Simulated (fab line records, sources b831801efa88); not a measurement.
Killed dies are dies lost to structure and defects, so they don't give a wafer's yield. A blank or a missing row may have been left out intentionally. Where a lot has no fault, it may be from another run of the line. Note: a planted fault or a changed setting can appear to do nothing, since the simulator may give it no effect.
The tool behind it: which one? + flow sky130 + 15 lots, 45 wafers sampled, at 2 steps of a route of 708

## WHAT THE GAUGES READ, wafer by wafer
SKY_GATE_OXIDE_OVL_MEAS_10. Usual: GATE_OXIDE_OVL gives -1.5 nm (standard deviation 1.3).
| lot  | measured     | on         | GATE_OXIDE_OVL (nm) | flag |
|------|--------------|------------|---------------------|------|
| L949 | day 13 16:32 | overlay-01 | -2.7 -1.6 -0.9      |      |
| L950 | day 14 06:36 | overlay-02 | -2.5 -0.4 -0.5      |      |
| L952 | day 14 19:06 | overlay-01 | 0.6 -0.6 -0.8       |      |
| L953 | day 15 20:25 | overlay-01 | -1.6 -2.8 -3.2      |      |
| L954 | day 16 12:56 | overlay-02 | -1.8 -2.0 -0.8      |      |
| L955 | day 17 01:19 | overlay-01 | -3.4 -3.5 -1.8      |      |
| L958 | day 17 17:22 | overlay-01 | -1.7 -0.8 -0.2      |      |
| L959 | day 18 00:39 | overlay-02 | -2.4 -0.8 -1.2      |      |
| L961 | day 18 03:52 | overlay-02 | -2.0 -2.0 -1.1      |      |
| L962 | day 18 14:40 | overlay-02 | -2.2 -2.3 -0.6      |      |
| L967 | day 20 04:37 | overlay-01 | 121.6 119.4 122.1   | OFF  |
| L968 | day 20 18:45 | overlay-01 | -3.4 -1.2 -1.3      |      |
| L969 | day 21 03:19 | overlay-01 | 119.0 117.3 117.3   | OFF  |
| L971 | day 21 10:19 | overlay-01 | 122.2 122.6 121.8   | OFF  |
| L972 | day 22 02:58 | overlay-02 | -3.8 -2.7 -1.0      |      |

## EACH LOT AND THE TOOL THAT RAN IT (in order: tool; ch and the chambers of the sampled wafers; start)
| lot  | SKY_GATE_OXIDE_EXPOSE_07            |
|------|-------------------------------------|
| L949 | iline_stepper-01 ch 0, day 13 03:43 |
| L950 | iline_stepper-02 ch 0, day 13 17:29 |
| L952 | iline_stepper-01 ch 0, day 14 06:32 |
| L953 | iline_stepper-01 ch 0, day 15 07:40 |
| L954 | iline_stepper-01 ch 0, day 15 22:38 |
| L955 | iline_stepper-01 ch 0, day 16 11:56 |
| L958 | iline_stepper-02 ch 0, day 17 02:58 |
| L959 | iline_stepper-01 ch 0, day 17 10:59 |
| L961 | iline_stepper-01 ch 0, day 17 13:37 |
| L962 | iline_stepper-02 ch 0, day 18 00:01 |
| L967 | iline_stepper-01 ch 0, day 19 13:26 |
| L968 | iline_stepper-02 ch 0, day 20 03:14 |
| L969 | iline_stepper-01 ch 0, day 20 13:12 |
| L971 | iline_stepper-01 ch 0, day 20 19:58 |
| L972 | iline_stepper-02 ch 0, day 21 11:52 |
- SKY_GATE_OXIDE_EXPOSE_07: exposes mask LVOM, target cd 600 nm.

## AS READ BY THE TOOLS THEMSELVES (means over the sampled wafers that have a number; for cases with no such wafer, the mark the record gives instead)
SKY_GATE_OXIDE_EXPOSE_07. Usual: focus_offset_nm 0.1 nm, standard deviation 0.57.
| lot  | tool             | focus_offset_nm (nm) | flag |
|------|------------------|----------------------|------|
| L949 | iline_stepper-01 | 0.0                  |      |
| L950 | iline_stepper-02 | 0.3                  |      |
| L952 | iline_stepper-01 | 0.8                  |      |
| L953 | iline_stepper-01 | 0.9                  |      |
| L954 | iline_stepper-01 | 0.4                  |      |
| L955 | iline_stepper-01 | -0.6                 |      |
| L958 | iline_stepper-02 | -0.2                 |      |
| L959 | iline_stepper-01 | -0.4                 |      |
| L961 | iline_stepper-01 | -0.1                 |      |
| L962 | iline_stepper-02 | -0.2                 |      |
| L967 | iline_stepper-01 | -0.7                 |      |
| L968 | iline_stepper-02 | -0.1                 |      |
| L969 | iline_stepper-01 | 0.7                  |      |
| L971 | iline_stepper-01 | -0.7                 |      |
| L972 | iline_stepper-02 | 0.2                  |      |

## THE ANSWER, worked out from the rows above alone
Rule: a lot is off if the mean of its wafers that have a number lies more than 3 standard deviations from the usual mean. A lot without any number at a reading at which 4 lots or more have one is off too. The other lots that the step has rows for count as sound. First the gauges in route order, then the tools' own readings, where a lot's mean is used as printed above. At the first step where some lot is off, the reading lying furthest off is the one used; lots without a number count as furthest.
Off: at SKY_GATE_OXIDE_OVL_MEAS_10 (GATE_OXIDE_OVL), L967, L969, L971.
A tool fits if, at a process step before that reading, it ran every lot that is off, and no sound lot after the first of them. The gauges at SKY_GATE_OXIDE_OVL_MEAS_10 are tried like those tools. One fits: SKY_GATE_OXIDE_EXPOSE_07 on iline_stepper-01. Its last sound lot is L961 (day 17 13:37), its first lot that is off L967 (day 19 13:26): a fault that began between those two fits.

## WHAT HAD BEEN PUT IN BY THE SIMULATOR
Scanner matching overlay: iline_stepper-01, from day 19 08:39 on, at SKY_GATE_OXIDE_EXPOSE_07. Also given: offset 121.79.
Lots struck among those shown: L967, L969, L971. The rule given above showed the same thing.
